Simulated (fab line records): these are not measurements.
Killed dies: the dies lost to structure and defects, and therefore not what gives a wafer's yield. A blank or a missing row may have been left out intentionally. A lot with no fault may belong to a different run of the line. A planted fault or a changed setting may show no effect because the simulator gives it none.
8D (eight disciplines) problem report, filled in by code / flow gf180mcu / the parts of the form that need people (team, actions taken, sign-off) are left out

1. THE ISSUE
A mean of 0.600 a.u. is read at GF_CONTACT_STRIP_18 for oesProductAu, taken on 1 wafer of 1 lot, against 0.579 a.u. (standard deviation 0.0046) on wafers free of any fault. That is +4.6 standard deviations from the usual mean.
The step: strips in O2/N2.
Seen first at day 19 18:55 on plasmaAsher-04, wafer L882.4. Wafers with a number at this step in the record: 36, from 12 lots. By rule, "out" or "out of limits" means more than 4 standard deviations away from the usual mean. The rest of the wafers with a number are treated as sound.

2. WHAT IT IS AND WHAT IT IS NOT
question=which readings at this step | is=oesProductAu | is not=drypumpMotorCurrentA, heaterPowerW
question=which lots | is=L882 | is not=L871, L873, L874, L876, L877, L878, L888, L889, L890, L891, L894
question=which wafers of those lots | is=L882.4 | is not=L882.1, L882.2
question=read on which tools | is=plasmaAsher-04 | is not=plasmaAsher-02
question=when | is=from day 19 18:55 | is not=up to then (20 sound wafers); but 15 sound wafers of L888, L889, L890, L891, L894 came after

3. THE SUSPECTS, EACH WITH WHAT RULES IT OUT
Counting: if a tool at a process step up to the reading ran every lot that is out, it stays a suspect. Sound lots after the first of them don't rule it out here, since some wafers of a struck lot are sound.
- rieDiel-03 at GF_CONTACT_ETCH_17 (etches SiO2 in C4F8/O2/Ar, stops on CoSi2, target depth 860 nm): kept. It processed L882, the lot that is out, at day 19 18:00, and its most recent sound lot before then was L878 at day 18 10:00.
- plasmaAsher-04 at GF_CONTACT_STRIP_18 (strips in O2/N2): kept. It processed L882, the lot that is out, at day 19 18:55, and its most recent sound lot before then was L874 at day 17 00:01. Its own readings are out on those wafers: oesProductAu.
- Within rieDiel-03 at GF_CONTACT_ETCH_17: the wafers that are out ran in chamber 0; their sound lot-mates ran in chambers 2, 3.
What counting leaves: rieDiel-03 at GF_CONTACT_ETCH_17 and plasmaAsher-04 at GF_CONTACT_STRIP_18.

4. THE CAUSE (what the simulator had put in)
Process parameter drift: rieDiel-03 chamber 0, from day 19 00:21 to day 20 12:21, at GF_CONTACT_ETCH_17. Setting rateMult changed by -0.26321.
This tool is one of the 2 suspects left after counting.

5. THE EFFECT CHAIN, in route order
Rows list readings where the struck wafers' mean (over those with a number) sits beyond 3 standard deviations from the usual. Only readings for which the record gives a usual standard deviation are gone through. hours: the time from each lot's start at the first step in this table that gives one to its start at this step, as a median over the lots. sigmas: the change in usual standard deviations.
hours=0; step=GF_CONTACT_STRIP_18; reading=oesProductAu; usual=0.579 a.u.; on struck wafers=0.600; change=+0.021; sigmas=+4.6
hours=293; step=GF_PASSIVATION_PROBE_99; reading=killedAtContacts; usual=6.0; on struck wafers=25.0; change=+19.0; sigmas=+7.6
hours=293; step=GF_PASSIVATION_PROBE_99; reading=killedDies; usual=47; on struck wafers=70; change=+23; sigmas=+3.4
Its process steps:
- GF_CONTACT_STRIP_18: strips in O2/N2.
- GF_PASSIVATION_PROBE_99

6. HOW IT WOULD HAVE BEEN CAUGHT EARLIER
In this record the first reading out of limits was taken at day 19 18:55, 19 hours after the fault began at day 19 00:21.
An alarm limit of 4 standard deviations would not have fired on the tool readings at GF_CONTACT_ETCH_17 for which the record gives a usual standard deviation, since none of them was out on any struck wafer.
All the lots that are out (1) had begun GF_CONTACT_ETCH_17 on rieDiel-03 by day 19 18:55. A hold on the tool at that time would have spared none of them.
